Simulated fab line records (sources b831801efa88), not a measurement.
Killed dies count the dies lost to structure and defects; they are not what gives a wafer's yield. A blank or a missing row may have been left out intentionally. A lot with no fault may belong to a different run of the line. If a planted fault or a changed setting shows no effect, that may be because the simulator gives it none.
Which of the tools did it? | flow gf180mcu | 14 lots, 42 wafers sampled, at 4 steps of a route of 602

## WHAT THE GAUGES READ, wafer by wafer
GF_V5_CD_MEAS_14 targets a cd of 260 nm.
lot  | measured     | on        | cd nm (nm)
L742 | day 27 13:46 | cd sem-01 | 260.2 260.4 261.0
L744 | day 28 05:52 | cd sem-02 | 259.9 259.7 259.8
L746 | day 28 17:10 | cd sem-01 | 260.8 259.8 261.8
L748 | day 29 10:50 | cd sem-02 | 260.3 260.7 260.5
L750 | day 29 18:31 | cd sem-01 | 261.8 261.7 260.7
L752 | day 30 12:25 | cd sem-01 | 258.9 259.1 258.9
L753 | day 30 19:59 | cd sem-02 | 260.0 260.9 259.6
L754 | day 31 03:22 | cd sem-02 | 259.0 259.5 258.4
L755 | day 31 09:13 | cd sem-01 | 260.8 260.3 259.4
L756 | day 31 17:40 | cd sem-01 | 262.3 262.5 261.4
L758 | day 32 02:22 | cd sem-01 | 261.6 261.4 260.9
L759 | day 32 10:32 | cd sem-02 | 258.4 259.5 260.2
L760 | day 32 13:19 | cd sem-02 | 258.6 259.1 259.4
L763 | day 33 08:28 | cd sem-02 | 261.2 261.5 260.2

## WHICH TOOL RAN EACH LOT (tool, then ch and the chambers of the sampled wafers, then the start)
lot  | GF_M4_SPUTTER_02             | GF_M4_METAL_ETCH_16               | GF_M5_PEB_05
L742 | pvd sputter-04, day 22 22:19 | rie metal-01 ch 0,1, day 23 21:01 | litho track-02 ch 0, day 26 15:04
L744 | pvd sputter-04, day 23 14:42 | rie metal-01 ch 0,1, day 24 13:08 | litho track-03 ch 0, day 27 07:58
L746 | pvd sputter-04, day 24 06:00 | rie metal-03 ch 0,1, day 25 01:46 | litho track-01 ch 0, day 27 19:37
L748 | pvd sputter-03, day 24 23:40 | rie metal-04 ch 1, day 25 20:35   | litho track-03 ch 0, day 28 12:55
L750 | pvd sputter-02, day 25 11:53 | rie metal-01 ch 0,1, day 26 09:04 | litho track-01 ch 0, day 28 22:34
L752 | pvd sputter-03, day 26 05:49 | rie metal-04 ch 1, day 27 02:52   | litho track-02 ch 0, day 29 16:28
L753 | pvd sputter-03, day 26 13:49 | rie metal-04 ch 1, day 27 10:43   | litho track-02 ch 0, day 30 00:56
L754 | pvd sputter-04, day 26 21:31 | rie metal-01 ch 0,1, day 27 18:05 | litho track-03 ch 0, day 30 07:40
L755 | pvd sputter-02, day 27 06:43 | rie metal-04 ch 0, day 28 02:44   | litho track-02 ch 0, day 30 13:49
L756 | pvd sputter-04, day 27 16:21 | rie metal-01 ch 0, day 28 12:13   | litho track-02 ch 0, day 30 22:31
L758 | pvd sputter-04, day 28 03:53 | rie metal-04 ch 0,1, day 28 22:29 | litho track-02 ch 0, day 31 07:34
L759 | pvd sputter-02, day 28 09:30 | rie metal-01 ch 0, day 29 04:55   | litho track-02 ch 0, day 31 15:50
L760 | pvd sputter-02, day 28 13:55 | rie metal-03 ch 0, day 29 08:59   | litho track-01 ch 0, day 31 18:28
L763 | pvd sputter-03, day 29 12:22 | rie metal-01 ch 0,1, day 30 07:01 | litho track-03 ch 0, day 32 14:29
- GF_M4_SPUTTER_02: material AlCu, target thk 450 nm, time 23.9 s.
- GF_M4_METAL_ETCH_16: etches the open film in Cl2/BCl3, stops on SiO2, target depth 750.8 nm, time 125.1 s.
- GF_M5_PEB_05: peb time 90 s.

## AS READ BY THE TOOLS THEMSELVES (means over the sampled wafers that have a number; for cases with no such wafer, the mark the record gives instead)
GF_M4_SPUTTER_02.
lot  | tool           | throttle valve pct (%)
L742 | pvd sputter-04 | 31.1
L744 | pvd sputter-04 | 31.2
L746 | pvd sputter-04 | 31.8
L748 | pvd sputter-03 | 30.3
L750 | pvd sputter-02 | 30.9
L752 | pvd sputter-03 | 30.0
L753 | pvd sputter-03 | 30.5
L754 | pvd sputter-04 | 30.9
L755 | pvd sputter-02 | 30.9
L756 | pvd sputter-04 | 31.2
L758 | pvd sputter-04 | 30.2
L759 | pvd sputter-02 | 31.1
L760 | pvd sputter-02 | 31.1
L763 | pvd sputter-03 | 30.0

GF_M4_METAL_ETCH_16.
lot  | tool         | drypump motor current A (A) | oes product au (a.u.) | throttle valve pct (%)
L742 | rie metal-01 | 5.6                         | 0.990                 | 28.233
L744 | rie metal-01 | 5.6                         | 0.985                 | 28.237
L746 | rie metal-03 | 6.0                         | 0.995                 | 28.221
L748 | rie metal-04 | 6.0                         | 0.998                 | 28.237
L750 | rie metal-01 | 5.6                         | 0.986                 | 28.230
L752 | rie metal-04 | 6.0                         | 0.996                 | 28.221
L753 | rie metal-04 | 6.0                         | 0.995                 | 28.229
L754 | rie metal-01 | 5.6                         | 0.986                 | 28.228
L755 | rie metal-04 | 4.8                         | 0.989                 | 28.224
L756 | rie metal-01 | 5.6                         | 0.987                 | 28.230
L758 | rie metal-04 | 5.6                         | 0.998                 | 28.220
L759 | rie metal-01 | 5.6                         | 0.994                 | 28.226
L760 | rie metal-03 | 6.8                         | 0.995                 | 28.235
L763 | rie metal-01 | 5.6                         | 0.988                 | 28.223

GF_M5_PEB_05.
lot  | tool           | heater power total W (W) | plate temp C (C)
L742 | litho track-02 | 85.76                    | 135.00
L744 | litho track-03 | 85.77                    | 134.88
L746 | litho track-01 | 85.78                    | 134.94
L748 | litho track-03 | 85.65                    | 134.90
L750 | litho track-01 | 85.62                    | 135.04
L752 | litho track-02 | 85.65                    | 134.93
L753 | litho track-02 | 85.68                    | 135.17
L754 | litho track-03 | 85.65                    | 134.97
L755 | litho track-02 | 85.01                    | 134.17
L756 | litho track-02 | 85.00                    | 134.07
L758 | litho track-02 | 84.98                    | 134.11
L759 | litho track-02 | 84.92                    | 134.15
L760 | litho track-01 | 85.64                    | 135.06
L763 | litho track-03 | 85.70                    | 134.89

## THE ANSWER, worked out from the rows above alone
Rule: what is usual is taken from the lots themselves. The widest of any qualifying gaps counts: lots, ordered by their means at a reading, are off when they make up no more than a third of the lots, leave a main group of 4 or more, and stand apart from it by 3 or more times the standard deviation of that group's means. A main group whose means are all the same, to the digits that the tables above print for the reading, isn't used. A lot without any number at a reading at which 4 lots or more have one is off too. Any other lot the step has rows for is counted as sound. The gauges are gone through in route order, then the tools' own readings, and for those a lot's mean is taken as printed above. At the first step where some lot is off, the reading lying furthest off is the one used; lots without a number count as furthest.
Off: L755, L756, L758, L759, at GF_M5_PEB_05 (heater power total W). The main group: mean 85.69 W, standard deviation 0.056.
A tool fits if, at that step or a process step before it, it ran every lot that is off, and no sound lot after the first of them. One fits: GF_M5_PEB_05 on litho track-02. A fault onset in the window from L753 (day 30 00:56, its last sound lot) to L755 (day 30 13:49, its first lot off) fits.
The tool's own readings at GF_M5_PEB_05 bear it out: on the lots that are off they differ by more than 5 times the standard deviation of the sound lots' means. heater power total W reads 84.98 W there against 85.69 W on the sound lots; plate temp C reads 134.12 C there against 134.98 C on the sound lots.

## WHAT THE SIMULATOR HAD INSERTED
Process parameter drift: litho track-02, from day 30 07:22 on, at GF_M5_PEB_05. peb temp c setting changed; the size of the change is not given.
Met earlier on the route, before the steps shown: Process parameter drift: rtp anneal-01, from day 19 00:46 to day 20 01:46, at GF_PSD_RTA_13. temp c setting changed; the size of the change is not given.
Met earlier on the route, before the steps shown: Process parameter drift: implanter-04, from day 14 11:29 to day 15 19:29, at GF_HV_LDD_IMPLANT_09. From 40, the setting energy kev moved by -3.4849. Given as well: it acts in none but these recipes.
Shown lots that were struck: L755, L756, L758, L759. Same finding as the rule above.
